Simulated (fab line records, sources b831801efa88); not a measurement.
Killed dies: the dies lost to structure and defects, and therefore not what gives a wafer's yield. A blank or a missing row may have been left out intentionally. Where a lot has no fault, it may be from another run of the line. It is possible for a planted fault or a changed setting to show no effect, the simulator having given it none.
Split-lot trial || flow sfqLine || route with 325 steps; 5 lots, 23 wafers read

## SPLIT DETAILS
At SFQ_TRILAYER_L0_LITHO_COAT_005 (resist thk 600 nm), the setting resistThkNm was moved away from the recipe's 600 nm on 11 of the 23 wafers read, by -3.7% to +2.5%. All remaining wafers had this setting at the recipe value.

## FROM THE SPLIT ON TO THE READING: in between, the file shows 1 step
- SFQ_TRILAYER_L0_BARC_OPEN_METAL_ETCH_010: etches BARC in O2, target depth 125 nm, time 41.7 s (also split here: timeS)

## THE READING
KrF_of_TRILAYER_L0_LITHO_COAT_005.thkNm (the simulator's own value, which no gauge read), in nm, at SFQ_TRILAYER_L0_ETCH_METAL_ETCH_008 (etches MoNx KI in SF6/O2, stops on SiO2, target depth 50 nm, time 25 s). There is no usual value for it anywhere in the file. Here, 12 wafers ran the recipe; their average is 481.0 nm with a standard deviation of 3.6 nm.

{"wafer": "L075.1", "tool, chamber at the split": "lithoTrack-01, 0", "resistThkNm as run, nm": 584.3, "against the recipe": "-2.6%", "KrF_of_TRILAYER_L0_LITHO_COAT_005.thkNm, nm": 465.3, "against lot-mates on the recipe": -15.2}
{"wafer": "L075.3", "tool, chamber at the split": "lithoTrack-01, 0", "resistThkNm as run, nm": 584.3, "against the recipe": "-2.6%", "KrF_of_TRILAYER_L0_LITHO_COAT_005.thkNm, nm": 463.9, "against lot-mates on the recipe": -16.6}
{"wafer": "L075.4", "tool, chamber at the split": "lithoTrack-01, 0", "resistThkNm as run, nm": 584.3, "against the recipe": "-2.6%", "KrF_of_TRILAYER_L0_LITHO_COAT_005.thkNm, nm": 463.3, "against lot-mates on the recipe": -17.2}
{"wafer": "L075.5", "tool, chamber at the split": "lithoTrack-01, 0", "resistThkNm as run, nm": 600, "against the recipe": "recipe", "KrF_of_TRILAYER_L0_LITHO_COAT_005.thkNm, nm": 483.2, "against lot-mates on the recipe": "-"}
{"wafer": "L075.6", "tool, chamber at the split": "lithoTrack-01, 0", "resistThkNm as run, nm": 600, "against the recipe": "recipe", "KrF_of_TRILAYER_L0_LITHO_COAT_005.thkNm, nm": 477.9, "against lot-mates on the recipe": "-"}
{"wafer": "L077.1", "tool, chamber at the split": "lithoTrack-03, 0", "resistThkNm as run, nm": 600, "against the recipe": "recipe", "KrF_of_TRILAYER_L0_LITHO_COAT_005.thkNm, nm": 479.1, "against lot-mates on the recipe": "-"}
{"wafer": "L077.4", "tool, chamber at the split": "lithoTrack-03, 0", "resistThkNm as run, nm": 600, "against the recipe": "recipe", "KrF_of_TRILAYER_L0_LITHO_COAT_005.thkNm, nm": 482.8, "against lot-mates on the recipe": "-"}
{"wafer": "L077.6", "tool, chamber at the split": "lithoTrack-03, 0", "resistThkNm as run, nm": 600, "against the recipe": "recipe", "KrF_of_TRILAYER_L0_LITHO_COAT_005.thkNm, nm": 480.4, "against lot-mates on the recipe": "-"}
{"wafer": "L080.1", "tool, chamber at the split": "lithoTrack-03, 0", "resistThkNm as run, nm": 600, "against the recipe": "recipe", "KrF_of_TRILAYER_L0_LITHO_COAT_005.thkNm, nm": 481.9, "against lot-mates on the recipe": "-"}
{"wafer": "L080.2", "tool, chamber at the split": "lithoTrack-03, 0", "resistThkNm as run, nm": 600, "against the recipe": "recipe", "KrF_of_TRILAYER_L0_LITHO_COAT_005.thkNm, nm": 483.2, "against lot-mates on the recipe": "-"}
{"wafer": "L080.4", "tool, chamber at the split": "lithoTrack-03, 0", "resistThkNm as run, nm": 577.6, "against the recipe": "-3.7%", "KrF_of_TRILAYER_L0_LITHO_COAT_005.thkNm, nm": 459.6, "against lot-mates on the recipe": -22.9}
{"wafer": "L080.5", "tool, chamber at the split": "lithoTrack-03, 0", "resistThkNm as run, nm": 577.6, "against the recipe": "-3.7%", "KrF_of_TRILAYER_L0_LITHO_COAT_005.thkNm, nm": 462.7, "against lot-mates on the recipe": -19.8}
{"wafer": "L080.6", "tool, chamber at the split": "lithoTrack-03, 0", "resistThkNm as run, nm": 577.6, "against the recipe": "-3.7%", "KrF_of_TRILAYER_L0_LITHO_COAT_005.thkNm, nm": 458.6, "against lot-mates on the recipe": -23.9}
{"wafer": "L081.2", "tool, chamber at the split": "lithoTrack-04, 0", "resistThkNm as run, nm": 615.3, "against the recipe": "+2.5%", "KrF_of_TRILAYER_L0_LITHO_COAT_005.thkNm, nm": 486.6, "against lot-mates on the recipe": "+10.2"}
{"wafer": "L081.3", "tool, chamber at the split": "lithoTrack-04, 0", "resistThkNm as run, nm": 615.3, "against the recipe": "+2.5%", "KrF_of_TRILAYER_L0_LITHO_COAT_005.thkNm, nm": 494.1, "against lot-mates on the recipe": "+17.7"}
{"wafer": "L081.4", "tool, chamber at the split": "lithoTrack-04, 0", "resistThkNm as run, nm": 600, "against the recipe": "recipe", "KrF_of_TRILAYER_L0_LITHO_COAT_005.thkNm, nm": 480.4, "against lot-mates on the recipe": "-"}
{"wafer": "L081.5", "tool, chamber at the split": "lithoTrack-04, 0", "resistThkNm as run, nm": 615.3, "against the recipe": "+2.5%", "KrF_of_TRILAYER_L0_LITHO_COAT_005.thkNm, nm": 487.3, "against lot-mates on the recipe": "+10.9"}
{"wafer": "L081.6", "tool, chamber at the split": "lithoTrack-04, 0", "resistThkNm as run, nm": 600, "against the recipe": "recipe", "KrF_of_TRILAYER_L0_LITHO_COAT_005.thkNm, nm": 472.5, "against lot-mates on the recipe": "-"}
{"wafer": "L083.1", "tool, chamber at the split": "lithoTrack-03, 0", "resistThkNm as run, nm": 589.2, "against the recipe": "-1.8%", "KrF_of_TRILAYER_L0_LITHO_COAT_005.thkNm, nm": 474.2, "against lot-mates on the recipe": -9.3}
{"wafer": "L083.2", "tool, chamber at the split": "lithoTrack-03, 0", "resistThkNm as run, nm": 600, "against the recipe": "recipe", "KrF_of_TRILAYER_L0_LITHO_COAT_005.thkNm, nm": 488.5, "against lot-mates on the recipe": "-"}
{"wafer": "L083.3", "tool, chamber at the split": "lithoTrack-03, 0", "resistThkNm as run, nm": 589.2, "against the recipe": "-1.8%", "KrF_of_TRILAYER_L0_LITHO_COAT_005.thkNm, nm": 478.9, "against lot-mates on the recipe": -4.6}
{"wafer": "L083.4", "tool, chamber at the split": "lithoTrack-03, 0", "resistThkNm as run, nm": 600, "against the recipe": "recipe", "KrF_of_TRILAYER_L0_LITHO_COAT_005.thkNm, nm": 480.5, "against lot-mates on the recipe": "-"}
{"wafer": "L083.6", "tool, chamber at the split": "lithoTrack-03, 0", "resistThkNm as run, nm": 600, "against the recipe": "recipe", "KrF_of_TRILAYER_L0_LITHO_COAT_005.thkNm, nm": 481.4, "against lot-mates on the recipe": "-"}

FIT RESULTS
A straight line over all 23 wafers: KrF_of_TRILAYER_L0_LITHO_COAT_005.thkNm changes by +4.85 nm for each +1% of resistThkNm; r = +0.92; the points scatter about the line by 4.1 nm.
The same after taking each lot's own level away (the mean of its wafers on the recipe; 23 wafers): +5.62 nm for each +1%; r = +0.96; scatter 3 nm.
On that fit, the largest move of resistThkNm shifts the reading by 21 nm.
The lots' own levels span 476.45 to 483.47 nm, that is 1.9 times the standard deviation above.
So the lot-to-lot level changes the slope: the two fits differ.
Check: for one of the wafers moved furthest among these (-3.7%), held out of the fit, the line's prediction against its lot-mates is -21 nm. It came out at -22.9 nm against them.

## OTHER SPLITS APPLIED TO THESE WAFERS
Before the reading, these wafers also passed through other splits. Each is held against what the fit with the lots' levels taken away leaves over:
{"other split on the same wafers": "SFQ_TRILAYER_INCOMING_OXIDATION_002 oxTimeS", "wafers away from the commonest value": 15, "r with KrF_of_TRILAYER_L0_LITHO_COAT_005.thkNm (lot level and that fit taken away)": "+0.18"}
{"other split on the same wafers": "SFQ_TRILAYER_L0_BARC_OPEN_METAL_ETCH_010 timeS", "wafers away from the commonest value": 7, "r with KrF_of_TRILAYER_L0_LITHO_COAT_005.thkNm (lot level and that fit taken away)": -0.77}

## THE WHOLE CHAIN: every reading that the file lists as answering this split, in the file's order
{"step": "SFQ_TRILAYER_L0_LITHO_COAT_005", "what it does": "resist thk 600 nm", "reading": "KrF_of_TRILAYER_L0_LITHO_COAT_005.thkNm (the simulator's own value, which no gauge read)", "change (the file's fit)": "+6 nm for each +1% of the setting", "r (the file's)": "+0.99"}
{"step": "SFQ_TRILAYER_L0_BARC_OPEN_METAL_ETCH_010", "what it does": "etches BARC in O2, target depth 125 nm, time 41.7 s", "reading": "KrF_of_TRILAYER_L0_LITHO_COAT_005.thkNm (the simulator's own value, which no gauge read)", "change (the file's fit)": "+5.72 nm for each +1% of the setting", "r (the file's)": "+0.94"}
{"step": "SFQ_TRILAYER_L0_ETCH_METAL_ETCH_008", "what it does": "etches MoNx KI in SF6/O2, stops on SiO2, target depth 50 nm, time 25 s", "reading": "KrF_of_TRILAYER_L0_LITHO_COAT_005.thkNm (the simulator's own value, which no gauge read)", "change (the file's fit)": "+5.6 nm for each +1% of the setting", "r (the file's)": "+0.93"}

## FILE'S OWN FIT
KrF_of_TRILAYER_L0_LITHO_COAT_005.thkNm changes by +5.6 nm for each +1% of resistThkNm, r = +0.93.
